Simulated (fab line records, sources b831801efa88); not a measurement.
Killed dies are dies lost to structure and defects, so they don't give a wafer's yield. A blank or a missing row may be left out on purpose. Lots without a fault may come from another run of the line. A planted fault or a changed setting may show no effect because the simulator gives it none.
A struck lot beside a sound one | flow sky130 | 15 steps out of a route of 708
Sound: wafers L989.1, L989.2, L989.6. Struck: wafers L100.3, L100.4, L100.6. The cause comes at the end.
At each step with rows: each side's tool, then ch and its chambers, then its first start. Under that, the readings that differ: sound wafers | struck wafers | difference of the means | sigmas: that difference in standard deviations of wafers without a fault.
alike: readings whose means differ by less than 2 such deviations, and words and numbers that are the same on both sides. not compared: withheld readings, readings that some wafer has no value for, bounds like >300 that may hide the same value, and numbers for which the record gives no deviation and whose values overlap.
The two part at a step that has a row with sigmas, a row that says differs or no value, or rows on one side only. Numbers that don't overlap but have no deviation are shown without sigmas and don't part them. A reading that every wafer of one side lacks parts them only if that side has two wafers or more.

SKY_SPACER_ETCHBACK_02: etches Si3N4 in CH3F/O2, stops on SiO2, time 46.7 s, target depth 45 nm.
  sound on rie_diel-04 ch 1,2, day 25 01:04; struck on rie_diel-03 ch 0,1,3, day 29 10:10
  alike: drypump_motor_current_A, oes_product_au, rf_fwd_power_W, throttle_valve_pct
  not compared: rf_hours_counter_h
then, 8 steps without rows for these wafers: SKY_POLY_CUT_DEHYDRATE_00 (time 60 s); SKY_POLY_CUT_HMDS_01 (prime time 60 s); SKY_POLY_CUT_COAT_02 (resist thk 60 nm); SKY_POLY_CUT_COAT_03 (resist thk 450 nm); SKY_POLY_CUT_SOFTBAKE_04 (time 90 s); SKY_POLY_CUT_EXPOSE_05 (exposes mask NPCM, target cd 270 nm); SKY_POLY_CUT_PEB_06; SKY_POLY_CUT_DEVELOP_07 (develop time 60 s).
SKY_POLY_CUT_CD_MEAS_08: target cd 270 nm.
  sound on cd_sem-02, day 26 06:48; struck on cd_sem-01, day 30 14:50
  alike: cd_nm
SKY_POLY_CUT_OVL_MEAS_09:
  sound on overlay-01, day 26 06:55; struck on overlay-01, day 30 14:56
  alike: POLY_CUT_OVL
SKY_POLY_CUT_ETCH_10: etches BARC in N2/H2, stops on SiO2, time 45.9 s, target depth 60 nm.
  sound on rie_diel-03 ch 0,1,3, day 26 06:58; struck on rie_diel-01 ch 1,2, day 30 14:58
  alike: bias_w, chamber_pressure_mTorr, drypump_motor_current_A, n2_flow_sccm, oes_product_au, rf_fwd_power_W, throttle_valve_pct
  not compared: rf_hours_counter_h
SKY_POLY_CUT_ETCH_11: etches Si3N4 in CF4/CH2F2/Ar, stops on poly-Si, time 42.5 s, target depth 60 nm.
  sound on rie_diel-03 ch 0,1,3, day 26 07:00; struck on rie_diel-01 ch 1,2, day 30 15:00
  no value came back on the struck wafers for any of 6 readings (bias_w (W), cf4_flow_sccm (sccm) and others); on the sound wafers bias_w (W) reads 151.0 149.9 150.1
  not compared: rf_hours_counter_h
SKY_POLY_CUT_STRIP_12: strips in O2/N2.
  sound on plasma_asher-02 ch 0,1, day 26 07:02; struck on plasma_asher-01 ch 0,1, day 30 15:04
  alike: drypump_motor_current_A, n2_flow_sccm, oes_product_au, strip_time_to_endpoint_s
  not compared: rf_hours_counter_h
-- the record jumps here: 19 days lie between the struck wafers' starts before and after (it left off in module POLY_CUT and takes up again in module PAD_OPEN, whose first step shown is number 708 of the route) --
SKY_PAD_OPEN_PROBE_99:
  the record has rows for the struck wafers here (prober-02, day 50 00:47) and none for the sound ones

WHERE THEY PART
First at SKY_POLY_CUT_ETCH_11; last, within this record, at SKY_PAD_OPEN_PROBE_99.

WHY: what the simulator had put in
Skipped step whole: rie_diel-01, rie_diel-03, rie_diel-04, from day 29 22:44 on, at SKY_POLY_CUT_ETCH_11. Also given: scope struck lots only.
